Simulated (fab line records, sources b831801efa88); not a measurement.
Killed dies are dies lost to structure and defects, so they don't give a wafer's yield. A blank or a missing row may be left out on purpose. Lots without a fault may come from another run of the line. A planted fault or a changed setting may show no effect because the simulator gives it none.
fab line records | flow sky130
record lots=5 wafers=15 last_day=49
route steps=708 shown VIA3@581 METAL4@598 CAP2M@603 PAD_OPEN@708
lots that met no fault: from a run of the same line without faults
start_h: hours from the record's first day to the start of the lot's first wafer shown | wait_h: hours since the lot's step before | " the same as in the row above | L1.1+2: a row that stands for several wafers | - no value, or no start given | * or withheld: withheld | < > ~ a bound
route shown NAME@n: a module of which the file shows steps, and the number in the route of the first | usual: mean/standard deviation of fault-free wafers | same: alike in all rows | chamber/n: place in a boat | sites: the reading at each site | _std_site: their standard deviation | _edge_site: outer sites' mean less inner sites' | radius_mm: how far each site lies from the wafer's centre | mask NAME#n: copy n | behind: the tool/chamber that last shaped the wafer | hold: why the lot was held/for how many hours/how that ended | device: the transistor (n, p or np) that didn't switch | end of line: the same wafers' tests at the end of the route | a step without rows: its recipe alone | killed: dies lost to structure and defects at the first sort, not the wafer's yield | map: a wafer's dies, x killed, . not, _ none there
set.NAME: the setting as run; set.NAME@STEP: as run at that earlier step | model.NAME: the simulator's own value behind a step, which no gauge read
lots at some steps of the route; a table a step, a row a wafer
services: from which hour (start_h, from the record's first day; less than 0 if before it) a tool's chamber was out of use, for how many hours, and why
## steps
# step SKY_VIA3_SOFTBAKE_08
# recipe temp_c=100 time_s=90 resist=KrF-thick
# step SKY_VIA3_EXPOSE_09
# recipe mask_id=VIM3 na=0.8 source_shape=annular sigma_inner=0.55 sigma_outer=0.85 target_cd_nm=200 dose_mj=38
# step SKY_VIA3_PEB_10
# recipe peb_temp_c=withheld peb_time_s=withheld resist=KrF-thick
# step SKY_VIA3_DEVELOP_11
# recipe develop_time_s=60 resist=KrF-thick dev_temp_c=21
# step SKY_VIA3_CD_MEAS_12
# recipe target_cd_nm=200
# usual cd_nm=199.8/1.4
# columns lot.wafer tool chamber start_h wait_h cd_nm
L789.3 cd_sem-01 - 987.98 - 200.3
L789.4 " - " " 200.8
L789.5 " - " " 200.4
L788.1 cd_sem-01 - 990.24 - 200.0
L788.4 " - " " 197.9
L788.6 " - " " 199.5
L790.4 cd_sem-02 - 1003.45 - 198.8
L790.5 " - " " 200.6
L790.6 " - " " 200.2
L795.2 cd_sem-02 - 1030.01 - 197.4
L795.4 " - " " 196.7
L795.5 " - " " 197.4
L797.1 cd_sem-01 - 1043.00 - 200.1
L797.3 " - " " 200.8
L797.6 " - " " 200.8
# step SKY_VIA3_OVL_MEAS_13
# usual VIA3_OVL=1/5.1
# columns lot.wafer tool chamber start_h wait_h VIA3_OVL[nm]
L789.3 overlay-01 - 988.07 0.1 1
L789.4 " - " " 4
L789.5 " - " " 3
L788.1 overlay-02 - 990.36 0.1 4
L788.4 " - " " -1
L788.6 " - " " 3
L790.4 overlay-02 - 1003.53 0.1 7
L790.5 " - " " 2
L790.6 " - " " 8
L795.2 overlay-01 - 1030.12 0.1 8
L795.4 " - " " -3
L795.5 " - " " 4
L797.1 overlay-02 - 1043.12 0.1 -10
L797.3 " - " " -6
L797.6 " - " " 1
# step SKY_VIA3_ETCH_14
# recipe chemistry=N2/H2 target=BARC ion_energy_ev=200 source_w=500 bias_w=100 pressure_mtorr=30 n2_flow_sccm=100 h2_flow_sccm=200 stop_on=SiO2 time_s=45.9 target_depth_a=600
# usual drypump_motor_current_A=5.7/0.41 h2_flow_sccm=200.0/0.59 oes_product_au=0.854/0.0047 throttle_valve_pct=13.225/0.0087
# columns lot.wafer tool chamber start_h wait_h drypump_motor_current_A h2_flow_sccm oes_product_au rf_hours_counter_h throttle_valve_pct
L789.3 rie_diel-04 3 988.10 0.0 5.4 199.9 0.845 2 13.227
L789.4 " 1 " " 5.5 200.2 0.855 - 13.227
L789.5 " 3 " " 5.3 200.6 0.860 - 13.234
L788.1 rie_diel-01 1 990.40 0.0 5.8 200.6 0.854 14 13.228
L788.4 " 3 " " 6.1 199.1 0.851 12 13.245
L788.6 " 0 " " 4.9 199.3 0.849 - 13.235
L790.4 rie_diel-02 3 1003.57 0.0 6.1 200.3 0.857 - 13.225
L790.5 " 0 " " 6.2 199.8 0.857 - 13.226
L790.6 " 2 " " 5.7 200.4 0.857 - 13.232
L795.2 rie_diel-01 0 1030.15 0.0 4.9 199.2 0.851 4 13.224
L795.4 " 3 " " 6.1 198.8 0.846 13 13.229
L795.5 " 0 " " 4.9 199.0 0.851 - 13.221
L797.1 rie_diel-01 2 1043.15 0.0 5.7 199.8 0.851 12 13.227
L797.3 " 3 " " 6.0 199.5 0.853 13 13.218
L797.6 " 3 " " 6.0 199.7 0.860 - 13.228
# step SKY_VIA3_ETCH_15
# recipe target=SiO2 chemistry=C4F8/O2/Ar target_depth_nm=507 stop_on=TiN mask_material=KrF-thick source_w=1500 bias_w=1200 pressure_mtorr=40 c4f8_flow_sccm=withheld O2_flow_sccm=6 Ar_flow_sccm=300 time_s=78
# usual oes_product_au=0.952/0.0049
# columns lot.wafer tool chamber start_h wait_h oes_product_au rf_hours_counter_h
L789.3 rie_diel-04 3 988.14 0.0 0.949 2
L789.4 " 1 " " 0.963 -
L789.5 " 3 " " 0.948 -
L788.1 rie_diel-01 1 990.44 0.0 0.947 14
L788.4 " 3 " " 0.959 12
L788.6 " 0 " " 0.950 -
L790.4 rie_diel-02 3 1003.62 0.0 0.955 -
L790.5 " 0 " " 0.951 -
L790.6 " 2 " " 0.952 -
L795.2 rie_diel-01 0 1030.19 0.0 0.957 4
L795.4 " 3 " " 0.955 13
L795.5 " 0 " " 0.953 -
L797.1 rie_diel-01 2 1043.20 0.0 0.955 12
L797.3 " 3 " " 0.950 14
L797.6 " 3 " " 0.950 -
# step SKY_VIA3_STRIP_16
# recipe chemistry=O2/N2 power_w=1400 pressure_mtorr=1500 platen_temp_c=withheld o2_flow_sccm=3000 n2_flow_sccm=300 overash_fraction=0.5
# step SKY_VIA3_STRIP_17
# recipe chemistry=post_etch_residue_remover time_s=1200 temp_c=72.5
# step SKY_VIA3_CLEAN_18
# recipe chemistry=IPA time_s=180 temp_c=25
# step SKY_VIA3_CLEAN_19
# recipe chemistry=O3/DIW dry=n2_spin
# step SKY_VIA3_SPUTTER_20
# recipe material=TiN target_thk_nm=20 chamber_pressure_pa=5 power_w=4000 time_s=80
# usual chamber_pressure_pa=4.999/0.0094 throttle_valve_pct=29.5/0.82
# columns lot.wafer tool chamber start_h wait_h chamber_pressure_pa throttle_valve_pct
L789.3 pvd_sputter-01 - 988.83 0.0 5.007 28.4
L789.4 " - " " 4.984 29.5
L789.5 " - " " 5.006 29.3
L788.1 pvd_sputter-03 - 991.09 0.0 5.001 29.2
L788.4 " - " " 4.990 30.2
L788.6 " - " " 5.008 28.3
L790.4 pvd_sputter-03 - 1004.25 0.0 4.982 29.0
L790.5 " - " " 4.995 29.1
L790.6 " - " " 5.017 28.2
L795.2 pvd_sputter-03 - 1030.85 0.0 5.011 30.1
L795.4 " - " " 5.008 28.7
L795.5 " - " " 5.010 29.3
L797.1 pvd_sputter-03 - 1043.85 0.0 5.016 30.0
L797.3 " - " " 4.999 29.3
L797.6 " - " " 5.005 28.1
# step SKY_VIA3_CVD_21
# recipe material=W target_thk_nm=390 time_s=117.31 temp_c=400 pressure_torr=40
# step SKY_VIA3_RS_MEAS_22
# recipe thk_meas_gauge=four-point-probe reads=W_of_VIA3_CVD_21+TiN_of_VIA3_SPUTTER_20
# usual VIA3_W_RS=0.292/0.0035
# columns lot.wafer tool chamber start_h wait_h VIA3_W_RS[ohm/sq]
L789.3 film_metro-01 - 989.05 0.1 0.295
L789.4 " - " " 0.289
L789.5 " - " " 0.293
L788.1 film_metro-02 - 991.27 0.1 0.295
L788.4 " - " " 0.293
L788.6 " - " " 0.288
L790.4 film_metro-02 - 1004.49 0.1 0.290
L790.5 " - " " 0.290
L790.6 " - " " 0.298
L795.2 film_metro-01 - 1031.06 0.1 0.291
L795.4 " - " " 0.288
L795.5 " - " " 0.292
L797.1 film_metro-01 - 1044.03 0.1 0.285
L797.3 " - " " 0.290
L797.6 " - " " 0.292
# step SKY_VIA3_THK_MEAS_23
# recipe thk_meas_gauge=xrf reads=W_of_VIA3_CVD_21
# usual VIA3_W_THK=387/5.8
# columns lot.wafer tool chamber start_h wait_h VIA3_W_THK[nm]
L789.3 film_metro-01 - 989.15 0.1 390
L789.4 " - " " 395
L789.5 " - " " 389
L788.1 film_metro-02 - 991.39 0.1 381
L788.4 " - " " 384
L788.6 " - " " 393
L790.4 film_metro-02 - 1004.58 0.1 390
L790.5 " - " " 389
L790.6 " - " " 378
L795.2 film_metro-01 - 1031.17 0.1 391
L795.4 " - " " 394
L795.5 " - " " 389
L797.1 film_metro-01 - 1044.15 0.1 403
L797.3 " - " " 395
L797.6 " - " " 391
# step SKY_VIA3_CMP_24
# recipe stop_on=SiO2 t_overpolish_s=20 down_force_psi=3.5 platen_rpm=60 target_thk_nm=0 pad_velocity_m_s=0.94248
# usual motor_current_A=11.5/0.94 overpolish_run_s=20.001/0.0095 time_to_endpoint_s=97.0/2.9
# columns lot.wafer tool chamber start_h wait_h motor_current_A overpolish_run_s time_to_endpoint_s
L789.4 cmp-01 3 989.29 0.1 11.3 19.986 102.0
L789.3 " 0 " " 11.3 20.007 97.5
L789.5 " 2 " " 12.3 20.010 97.8
L788.1 cmp-01 1 991.50 0.1 12.4 20.003 96.4
L788.4 " 2 " " 11.6 19.991 99.9
L788.6 " 0 " " 11.2 19.984 103.3
L790.4 cmp-01 2 1004.66 0.1 11.7 20.004 97.1
L790.6 " 1 " " 12.2 20.002 93.6
L790.5 " 2 " " 11.5 20.004 95.6
L795.2 cmp-01 0 1031.22 0.0 11.0 20.006 96.4
L795.4 " 3 " " 11.3 19.988 103.4
L795.5 " 0 " " 10.6 20.013 99.2
L797.3 cmp-01 0 1044.26 0.1 11.3 19.997 97.5
L797.1 " 1 " " 12.8 19.989 97.6
L797.6 " 0 " " 10.9 20.000 99.8
# step SKY_METAL4_SPUTTER_00
# recipe material=Ti target_thk_nm=15 power_w=3000 time_s=10 chamber_pressure_pa=0.4
# step SKY_METAL4_SPUTTER_01
# recipe material=TiN target_thk_nm=20 power_w=6500 time_s=16.7 chamber_pressure_pa=0.4
# step SKY_METAL4_SPUTTER_02
# recipe material=AlCu target_thk_nm=735 power_w=10220 time_s=39.1 chamber_pressure_pa=0.4
# step SKY_METAL4_SPUTTER_03
# recipe material=Ti target_thk_nm=5 power_w=3000 time_s=3.3 chamber_pressure_pa=0.4
# step SKY_METAL4_SPUTTER_04
# recipe material=TiN target_thk_nm=70 power_w=6500 time_s=58.3 chamber_pressure_pa=0.4
# usual chamber_pressure_pa=0.4001/0.00082 throttle_valve_pct=29.7/0.66
# columns lot.wafer tool chamber start_h wait_h chamber_pressure_pa throttle_valve_pct
L789.3 pvd_sputter-04 - 989.60 0.0 0.3990 30.1
L789.4 " - " " 0.4003 29.9
L789.5 " - " " 0.4001 30.0
L788.1 pvd_sputter-03 - 991.86 0.0 0.3992 30.0
L788.4 " - " " 0.3989 30.0
L788.6 " - " " 0.3989 28.2
L790.4 pvd_sputter-01 - 1005.01 0.0 0.3992 29.7
L790.5 " - " " 0.3996 29.5
L790.6 " - " " 0.4006 28.5
L795.2 pvd_sputter-01 - 1031.63 0.0 0.4009 28.5
L795.4 " - " " 0.3998 30.0
L795.5 " - " " 0.3985 30.8
L797.1 pvd_sputter-04 - 1044.62 0.0 0.4007 30.3
L797.3 " - " " 0.3983 30.1
L797.6 " - " " 0.4000 29.7
# step SKY_CAP2M_CVD_00
# recipe material=SiO2 target_thk_nm=15.5 temp_c=400 time_s=withheld rf_w=450
# step SKY_CAP2M_THK_MEAS_01
# recipe reads=SiO2_of_CAP2M_CVD_00
# usual CAP2M_CVD_00_THK=15.51/0.21
# columns lot.wafer tool chamber start_h wait_h CAP2M_CVD_00_THK[nm]
L789.3 film_metro-02 - 989.70 - 15.37
L789.4 " - " " 15.42
L789.5 " - " " 15.46
L788.1 film_metro-04 - 991.93 - 15.51
L788.4 " - " " 15.51
L788.6 " - " " 15.85
L790.4 film_metro-02 - 1005.12 - 15.54
L790.5 " - " " 15.17
L790.6 " - " " 15.59
L795.2 film_metro-01 - 1031.71 - 15.46
L795.4 " - " " 15.71
L795.5 " - " " 15.48
L797.1 film_metro-04 - 1044.69 - 15.21
L797.3 " - " " 15.25
L797.6 " - " " 15.56
# step SKY_CAP2M_SPUTTER_02
# recipe material=TiN target_thk_nm=200 temp_c=300 power_w=6500 time_s=166.7 chamber_pressure_pa=0.4
# step SKY_CAP2M_RS_MEAS_03
# recipe thk_meas_gauge=four-point-probe reads=TiN_of_CAP2M_SPUTTER_02
# usual CAP2M_TIN_RS=6.91/0.062
# columns lot.wafer tool chamber start_h wait_h CAP2M_TIN_RS[ohm/sq]
L789.3 film_metro-04 - 989.89 0.1 6.82
L789.4 " - " " 6.78
L789.5 " - " " 6.87
L788.1 film_metro-02 - 992.10 0.1 7.00
L788.4 " - " " 6.95
L788.6 " - " " 6.95
L790.4 film_metro-04 - 1005.31 0.1 6.96
L790.5 " - " " 6.94
L790.6 " - " " 6.90
L795.2 film_metro-01 - 1031.89 0.1 6.88
L795.4 " - " " 6.88
L795.5 " - " " 6.91
L797.1 film_metro-01 - 1044.86 0.1 6.96
L797.3 " - " " 6.92
L797.6 " - " " 6.98
# step SKY_CAP2M_THK_MEAS_04
# recipe thk_meas_gauge=xrf reads=TiN_of_CAP2M_SPUTTER_02
# usual CAP2M_TIN_THK=203.9/2.5
# columns lot.wafer tool chamber start_h wait_h CAP2M_TIN_THK[nm]
L789.3 film_metro-04 - 989.99 0.1 207.6
L789.4 " - " " 209.7
L789.5 " - " " 205.9
L788.1 film_metro-02 - 992.22 0.1 200.2
L788.4 " - " " 201.4
L788.6 " - " " 200.9
L790.4 film_metro-04 - 1005.40 0.1 204.0
L790.5 " - " " 204.2
L790.6 " - " " 205.1
L795.2 film_metro-01 - 1032.00 0.1 204.9
L795.4 " - " " 205.1
L795.5 " - " " 203.8
L797.1 film_metro-01 - 1044.98 0.1 201.5
L797.3 " - " " 203.0
L797.6 " - " " 201.5
# step SKY_CAP2M_DEHYDRATE_05
# recipe temp_c=200 time_s=60
# step SKY_CAP2M_HMDS_06
# recipe prime_time_s=60 prime_temp_c=120
# step SKY_CAP2M_COAT_07
# recipe resist=NOVOLAK spin_rpm=3000 resist_thk_nm=1140
# step SKY_CAP2M_SOFTBAKE_08
# recipe temp_c=90 time_s=60 resist=NOVOLAK
# step SKY_CAP2M_EXPOSE_09
# recipe mask_id=CAP2M na=0.6 source_shape=conventional sigma_outer=0.6 polarization=unpolarized target_cd_nm=1000 dose_mj=159
# step SKY_CAP2M_PEB_10
# recipe temp_c=withheld time_s=* resist=NOVOLAK
# step SKY_CAP2M_DEVELOP_11
# recipe resist=NOVOLAK developer=TMAH develop_time_s=60 dev_temp_c=23
# step SKY_CAP2M_OVL_MEAS_12
# usual CAP2M_OVL=-0.5/1.2
# columns lot.wafer tool chamber start_h wait_h CAP2M_OVL[nm]
L789.3 overlay-02 - 1012.90 0.1 -1.4
L789.4 " - " " -0.2
L789.5 " - " " 0.3
L788.1 overlay-02 - 1014.69 0.1 -1.9
L788.4 " - " " -1.7
L788.6 " - " " -0.1
L790.4 overlay-01 - 1028.26 0.1 -0.4
L790.5 " - " " 0.9
L790.6 " - " " 0.8
L795.2 overlay-01 - 1053.54 0.1 -1.4
L795.4 " - " " -0.7
L795.5 " - " " -1.5
L797.1 overlay-01 - 1065.49 0.1 -1.2
L797.3 " - " " -3.8
L797.6 " - " " -2.5
# step SKY_CAP2M_METAL_ETCH_13
# recipe target_depth_nm=220 stop_on=SiO2 chemistry=Cl2/BCl3 target=TiN pressure_mtorr=10 icp_w=900 bias_w=48.5 Cl2_flow_sccm=60 bcl3_flow_sccm=30 time_s=62.9
# usual drypump_motor_current_A=5.6/0.37 oes_product_au=0.942/0.0068 throttle_valve_pct=21.899/0.0093
# columns lot.wafer tool chamber start_h wait_h drypump_motor_current_A oes_product_au rf_hours_counter_h throttle_valve_pct
L789.3 rie_metal-03 1 1012.95 0.0 5.4 0.954 - 21.878
L789.4 " 0 " " 5.2 0.956 - 21.899
L789.5 " 0 " " 5.2 0.943 - 21.889
L788.1 rie_metal-04 1 1014.72 0.0 5.5 0.936 6 21.899
L788.4 " 1 " " 5.6 0.944 - 21.918
L788.6 " 1 " " 5.5 0.940 - 21.907
L790.4 rie_metal-04 1 1028.35 0.1 5.5 0.931 - 21.908
L790.5 " 1 " " 5.5 0.935 - 21.910
L790.6 " 1 " " 5.5 0.950 - 21.906
L795.2 rie_metal-01 1 1053.57 0.0 6.5 0.947 12 21.908
L795.4 " 0 " " 6.3 0.941 - 21.882
L795.5 " 0 " " 6.3 0.943 - 21.906
L797.1 rie_metal-01 1 1065.53 0.0 6.5 0.936 12 21.897
L797.3 " 1 " " 6.5 0.943 - 21.898
L797.6 " 1 " " 6.5 0.936 - 21.915
# step SKY_CAP2M_STRIP_14
# recipe chemistry=O2/N2 power_w=1400 pressure_mtorr=1500 platen_temp_c=withheld o2_flow_sccm=3000 n2_flow_sccm=300 overash_fraction=0.5
# step SKY_CAP2M_STRIP_15
# recipe chemistry=post_etch_residue_remover time_s=1200 temp_c=72.5
# step SKY_CAP2M_CLEAN_16
# recipe chemistry=IPA time_s=180 temp_c=25
# step SKY_CAP2M_CLEAN_17
# recipe chemistry=O3/DIW dry=n2_spin
# step SKY_METAL4_DEHYDRATE_05
# recipe temp_c=200 time_s=60
# step SKY_METAL4_HMDS_06
# recipe prime_time_s=60 prime_temp_c=120
# step SKY_PAD_OPEN_PROBE_99
# usual defect_limited_yield=82.3/2.1 killed_at_M0_to_M3=43/7.4 killed_at_M4_up=3.1/1.8 killed_at_contacts=26/5.6 killed_at_front_end=15/4.9 killed_at_other=0.2/0.44 killed_dies=87/10 killed_on_rim=17/3.7 killed_open=48/7.6 killed_short=39/6.2
# same gross_dies=492 killed_at_back_side=0
# columns lot.wafer tool chamber start_h wait_h defect_limited_yield[%] killed_at_M0_to_M3 killed_at_M4_up killed_at_contacts killed_at_front_end killed_at_other killed_dies killed_on_rim killed_open killed_short model.etest.tester.sort_n_pass model.etest.tester.sort_yield_pct model.etest.tester.sort_bin_5_pct model.etest.tester.sort_bin_3_pct
L789.3 prober-01 - 1125.67 0.2 83.9 39 4 27 9 0 79 14 38 40 413 83.94 9.959 0.6098
L789.4 prober-01 - 1125.72 0.2 81.1 32 6 40 15 0 93 22 58 35 399 81.1 12.2 0.813
L789.5 prober-01 - 1125.77 0.2 82.3 35 2 36 14 0 87 17 53 34 405 82.32 9.756 1.22
L788.1 prober-02 - 1128.91 0.1 84.8 36 4 19 16 0 75 13 47 28 417 84.76 7.317 1.016
L788.4 prober-02 - 1129.06 0.2 81.5 46 6 22 17 0 91 16 56 34 401 81.5 10.16 0.813
L788.6 prober-02 - 1129.16 0.2 78.0 55 5 30 18 0 108 26 52 55 384 78.05 12.8 1.829
L790.4 prober-01 - 1139.31 0.2 84.8 31 4 25 15 0 75 13 39 35 417 84.76 8.333 0.4065
L790.5 prober-01 - 1139.36 0.2 81.7 53 2 22 13 0 90 11 46 44 402 81.71 12.6 1.22
L790.6 prober-01 - 1139.41 0.2 86.0 31 2 28 8 0 69 11 43 26 423 85.98 7.724 0.813
L795.2 prober-02 - 1161.02 0.1 83.5 33 2 34 12 0 81 13 44 37 411 83.54 8.943 1.423
L795.4 prober-02 - 1161.12 0.2 82.7 45 3 23 14 0 85 21 50 35 407 82.72 9.35 1.626
L795.5 prober-02 - 1161.17 0.2 80.1 45 1 26 25 1 98 17 55 41 394 80.08 10.98 1.829
L797.1 prober-02 - 1169.16 0.1 70.1 101 3 31 12 0 147 15 56 33 345 70.12 18.09 3.659
L797.3 prober-02 - 1169.26 0.2 78.3 71 0 20 16 0 107 26 55 29 353 71.75 18.7 0.813
L797.6 prober-02 - 1169.41 0.2 80.3 50 4 20 23 0 97 19 53 44 395 80.28 10.98 1.22
# killed by level:class
L789.3 CONTACT:geometric_particle:open=11 METAL1:geometric_particle:short=8 VIA1:geometric_particle:open=8 METAL2:geometric_particle:short=6 LI_CONTACT:geometric_particle:open=5 CONTACT:geometric_particle:short=5 LOCAL_INTERCONNECT:geometric_particle:short=4 VIA3:geometric_particle:open=4
L789.4 CONTACT:geometric_particle:open=18 LI_CONTACT:geometric_particle:open=9 VIA1:geometric_particle:open=8 CONTACT:geometric_particle:short=7 VIA3:geometric_particle:open=5 VIA2:geometric_particle:open=4 VIA3:geometric_particle:short=4 FIELD_ISO:geometric_particle:open=3
L789.5 CONTACT:geometric_particle:open=15 VIA1:geometric_particle:open=10 FIELD_ISO:geometric_particle:short=8 LI_CONTACT:geometric_particle:open=7 VIA1:geometric_particle:short=6 VIA2:geometric_particle:open=6 LOCAL_INTERCONNECT:geometric_particle:short=5 VIA3:geometric_particle:open=5
L788.1 VIA1:geometric_particle:open=10 CONTACT:geometric_particle:open=8 VIA2:geometric_particle:open=7 METAL1:geometric_particle:short=6 FIELD_ISO:geometric_particle:open=5 LI_CONTACT:geometric_particle:open=5 VIA3:geometric_particle:open=4 FIELD_ISO:geometric_particle:short=3
L788.4 VIA1:geometric_particle:open=16 CONTACT:geometric_particle:open=12 POLY_GATE:geometric_particle:short=9 VIA3:geometric_particle:open=7 POLY_GATE:geometric_particle:open=4 LI_CONTACT:geometric_particle:open=4 METAL1:geometric_particle:short=4 VIA1:geometric_particle:short=4
L788.6 CONTACT:geometric_particle:open=11 VIA1:geometric_particle:open=10 METAL2:geometric_particle:short=7 VIA2:geometric_particle:open=7 CONTACT:geometric_particle:short=6 LI_CONTACT:geometric_particle:open=6 VIA2:geometric_particle:short=6 FIELD_ISO:geometric_particle:open=5
L790.4 CONTACT:geometric_particle:open=11 METAL1:geometric_particle:short=6 POLY_GATE:geometric_particle:short=4 CONTACT:geometric_particle:short=4 METAL2:geometric_particle:short=4 VIA2:geometric_particle:open=4 VIA3:geometric_particle:open=4 POLY_GATE:geometric_particle:open=3
L790.5 METAL2:geometric_particle:short=11 VIA1:geometric_particle:open=9 CONTACT:geometric_particle:open=8 VIA3:geometric_particle:open=7 LI_CONTACT:geometric_particle:open=5 METAL1:geometric_particle:short=5 VIA2:geometric_particle:open=5 METAL3:geometric_particle:short=5
L790.6 CONTACT:geometric_particle:open=12 LI_CONTACT:geometric_particle:open=10 VIA1:geometric_particle:open=8 VIA2:geometric_particle:open=7 METAL1:geometric_particle:short=5 CONTACT:geometric_particle:short=4 METAL2:geometric_particle:short=3 VIA2:geometric_particle:short=3
L795.2 VIA1:geometric_particle:open=9 LOCAL_INTERCONNECT:geometric_particle:short=8 LI_CONTACT:geometric_particle:open=7 VIA3:geometric_particle:open=7 CONTACT:geometric_particle:open=7 POLY_GATE:geometric_particle:short=5 LI_CONTACT:geometric_particle:short=5 VIA1:geometric_particle:short=5
L795.4 VIA1:geometric_particle:open=14 CONTACT:geometric_particle:open=11 VIA2:geometric_particle:open=9 FIELD_ISO:geometric_particle:short=5 LI_CONTACT:geometric_particle:open=4 VIA1:geometric_particle:short=4 CONTACT:geometric_particle:short=4 METAL3:geometric_particle:short=4
L795.5 VIA1:geometric_particle:open=17 POLY_GATE:geometric_particle:short=8 CONTACT:geometric_particle:short=8 VIA3:geometric_particle:open=8 CONTACT:geometric_particle:open=6 POLY_GATE:geometric_particle:open=6 LI_CONTACT:geometric_particle:open=6 FIELD_ISO:geometric_particle:open=4
L797.1 VIA3:unspecified=58 CONTACT:geometric_particle:open=14 VIA2:geometric_particle:open=10 VIA1:geometric_particle:open=7 LI_CONTACT:geometric_particle:open=6 VIA3:geometric_particle:open=6 VIA2:geometric_particle:short=5 LOCAL_INTERCONNECT:geometric_particle:short=4
L797.3 VIA1:area_etch=23 VIA1:geometric_particle:open=17 LI_CONTACT:geometric_particle:open=9 CONTACT:geometric_particle:open=8 VIA1:geometric_particle:short=6 FIELD_ISO:geometric_particle:open=5 VIA2:geometric_particle:open=5 POLY_GATE:geometric_particle:short=4
L797.6 VIA1:geometric_particle:open=15 FIELD_ISO:geometric_particle:open=9 METAL1:geometric_particle:short=7 SPACER:geometric_particle:short=6 CONTACT:geometric_particle:open=6 VIA3:geometric_particle:open=6 LI_CONTACT:geometric_particle:open=5 CONTACT:geometric_particle:short=5
# map L797.1 (x killed, . not)
__________...x....x._________
________.x....x......._______
______......x.x...x....x_____
_____................x...____
____..xx.x....x...x..x....___
___......x..xx...x.x.xxx...__
__.....x.....x....xxx....x.._
_.xx.xxxxxx....x........x....
_xxxxxxxxxx...........xx.....
_.xxxxxxxxxxxx.x...xx..x.....
_.xxxxxxxx.x.x..x.....x..x...
_.xxxxxxxxx.x........xx..x..x
_..xxxxxxxx...x...........x..
_..x.xxxxxx.......xx.......xx
_..x..xxx.........xx.........
__.....xx......x..x........._
___.x.x...................x__
____....x.....xxxxx..x...x___
_____..xxx...x....x.x.x..____
______..x..............._____
________x............._______
__________.......x.x_________
# map L795.5 (x killed, . not)
__________x....x...x_________
________.x..xx..x.x..._______
______......x.x.....x..._____
_____.............xx.....____
____x....x..x.x..x........___
___...x......x.............__
__...............x..x.x....._
_......x...............x....x
_x.x.........x..xx.xx.x.x....
_..x....xx..x..............x.
_..xxx...xx.x.xx.xx..........
_.x...x..........x.x....x....
_x..x......x..x....x.x.x.....
_x...xx............xxx.......
_.....x............x.......x.
__...x..xx...x............x._
___..x.......x....x.x.....x__
____.xx..xxx...x....x...x.___
_____..x.........x.......____
______.x.x.x............_____
________..x......xx..._______
__________.......x.._________
## services
# columns tool chamber start_h hours kind
rie_metal-01 - 966.51 2.8 pm
pvd_sputter-03 - 966.55 3.4 repair
rie_metal-01 - 975.36 3.6 repair
cmp-01 - 977.89 4.7 pm
rie_metal-01 - 982.06 14.6 pm
pvd_sputter-03 2 983.45 - consumable_replace:kit
pvd_sputter-03 2 983.45 18.0 scheduled_down
pvd_sputter-03 2 983.45 18.0 vent_cycle
rie_diel-01 1 983.92 4.2 repair
rie_diel-02 1 1001.27 4.6 repair
rie_diel-01 - 1001.54 0.6 repair
rie_metal-03 - 1001.81 2.8 pm
rie_metal-04 - 1009.38 4.3 pm
rie_diel-01 0 1012.29 3.8 repair
cmp-01 - 1020.51 2.0 repair
pvd_sputter-04 - 1020.83 1.3 repair
rie_metal-04 1 1033.61 4.0 repair
rie_diel-04 2 1037.67 2.8 repair
rie_diel-02 2 1054.59 3.9 repair
rie_metal-03 0 1055.96 21.5 repair
rie_metal-03 - 1057.80 0.3 repair
pvd_sputter-03 1 1061.76 - consumable_replace:kit
pvd_sputter-03 1 1061.76 18.0 scheduled_down
rie_diel-04 2 1063.72 3.4 repair
## key
first_sign step=SKY_PAD_OPEN_PROBE_99 reading=killed_at_M0_to_M3 direction=up sigmas=7.8 usual=43 struck=101
effect step=SKY_PAD_OPEN_PROBE_99 reading=defect_limited_yield direction=down sigmas=5.8 usual=82.3 struck=70.1
model_effect step=SKY_PAD_OPEN_PROBE_99 value=etest.tester.sort_n_pass without=397 struck=345
met_at SKY_VIA3_SPUTTER_20
struck_wafers L797.1
baseline_loss step=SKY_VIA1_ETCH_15 wafers=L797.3
onset_between 1030.85 1043.85
fault kind=chamber_particle_source tool=pvd_sputter-03 chamber=- onset_h=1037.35 steps=SKY_VIA3_SPUTTER_20 rate_per_visit_cm2=1.2686 end_h=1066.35 scope=struck_wafers_only
# baseline_loss: these wafers lose ten dies or more at that step, a loss of the line's own and not of a fault; the sort's usual values leave them out
